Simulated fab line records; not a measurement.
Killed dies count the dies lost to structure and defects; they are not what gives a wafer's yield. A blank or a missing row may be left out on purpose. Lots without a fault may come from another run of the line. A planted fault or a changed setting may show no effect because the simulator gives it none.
The tool behind it: which one?	flow sky130	13 lots, 39 wafers sampled, at 3 steps of a route of 708

WHAT EACH GAUGE READ, for each wafer
SKY_FIELD_ISO_THK_MEAS_04.
lot	measured	on	FIELD_ISO_CVD_03_THK (nm)
L131	day 1 14:58	film_metro-04	167.9 168.8 167.8
L132	day 1 21:25	film_metro-03	166.1 167.7 165.8
L133	day 2 00:33	film_metro-01	165.6 166.3 166.3
L134	day 2 07:10	film_metro-03	167.2 167.0 165.2
L136	day 2 16:26	film_metro-01	168.1 167.5 168.5
L138	day 3 02:49	film_metro-01	166.8 165.0 166.1
L145	day 4 11:40	film_metro-03	164.5 164.9 164.4
L146	day 4 16:29	film_metro-03	165.8 165.5 165.8
L147	day 4 22:56	film_metro-04	166.4 165.4 165.4
L149	day 5 08:01	film_metro-01	165.5 166.3 166.2
L150	day 5 14:52	film_metro-03	163.5 164.7 165.9
L153	day 6 04:28	film_metro-01	163.7 164.2 163.1
L154	day 6 08:45	film_metro-03	163.7 164.8 164.4

SKY_FIELD_ISO_THK_MEAS_25.
lot	measured	on	FIELD_ISO_CVD_24_THK (nm)
L131	day 2 06:24	film_metro-01	598 598 599
L132	day 2 19:11	film_metro-03	593 597 607
L133	day 2 19:14	film_metro-01	594 596 601
L134	day 3 02:17	film_metro-04	603 603 605
L136	day 3 10:30	film_metro-03	606 602 600
L138	day 3 20:38	film_metro-03	589 594 586
L145	day 5 10:22	film_metro-03	1044 1041 1039 1044 1043 1039
L146	day 5 15:43	film_metro-04	1038 1032 1034 1039 1032 1033
L147	day 5 19:49	film_metro-04	592 588 596
L149	day 6 03:57	film_metro-04	598 597 588
L150	day 6 11:08	film_metro-03	603 602 600
L153	day 7 02:26	film_metro-01	600 595 609
L154	day 7 06:22	film_metro-04	593 591 593

WHAT TOOL EACH LOT RAN ON (gives the tool, then ch and the chambers of the sampled wafers, and finally the start)
lot	SKY_FIELD_ISO_CVD_24
L131	hdpcvd-01 ch 0,1,2, day 2 06:19
L132	hdpcvd-02 ch 0,1,2, day 2 19:05
L133	hdpcvd-01 ch 1,2, day 2 19:09
L134	hdpcvd-01 ch 1,2, day 3 02:12
L136	hdpcvd-02 ch 0,2, day 3 10:26
L138	hdpcvd-01 ch 1,2, day 3 20:34
L145	hdpcvd-02 ch 0,1,2, day 5 10:18
L146	hdpcvd-02 ch 0,1, day 5 15:38
L147	hdpcvd-01 ch 1,2, day 5 19:43
L149	hdpcvd-01 ch 2, day 6 03:50
L150	hdpcvd-01 ch 0,1,2, day 6 11:02
L153	hdpcvd-01 ch 0,1, day 7 02:21
L154	hdpcvd-01 ch 1,2, day 7 06:17
- SKY_FIELD_ISO_CVD_24: deposits SiO2, target thk 595 nm, time 99.2 s.

WHAT THE TOOLS THEMSELVES READ (means of the sampled wafers that have a number; where no wafer has one, the mark that the record gives instead)
The record holds no such reading with a usual standard deviation.

THE ANSWER, worked out from the rows above alone
Rule: the lots themselves supply what counts as usual. Put in order of their means at a reading, lots are off if they are a third of the lots or fewer, leave a main group of 4 or more, and stand apart from it by a gap of 3 or more times the standard deviation of the main group's means; of several such gaps the widest counts. A main group whose means are all the same, to the digits that the tables above print for the reading, isn't used. A lot without any number at a reading at which 4 lots or more have one is off too. The other lots that the step has rows for count as sound. Order of review: gauges by route order, followed by the tools' own readings, for which a lot's mean as printed above is used. At the first step where some lot is off, the reading lying furthest off is the one used; lots without a number count as furthest.
Off: at SKY_FIELD_ISO_THK_MEAS_25 (FIELD_ISO_CVD_24_THK), L145, L146. The main group has a mean of 597 nm with a standard deviation of 4.6.
If a tool, at a process step before that reading, ran all the lots that are off and no sound lot after the first of them, it fits. The gauges at SKY_FIELD_ISO_THK_MEAS_25 are tried like those tools. One fits: SKY_FIELD_ISO_CVD_24 on hdpcvd-02. A fault onset in the window from L136 (day 3 10:26, its last sound lot) to L145 (day 5 10:18, its first lot off) fits.

WHAT HAD BEEN PUT IN BY THE SIMULATOR
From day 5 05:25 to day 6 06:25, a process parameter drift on hdpcvd-02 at SKY_FIELD_ISO_CVD_24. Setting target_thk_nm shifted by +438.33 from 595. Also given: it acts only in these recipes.
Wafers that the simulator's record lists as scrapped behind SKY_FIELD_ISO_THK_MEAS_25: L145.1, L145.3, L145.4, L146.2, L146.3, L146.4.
Shown lots that were struck: L145, L146. The rule given above showed the same thing.
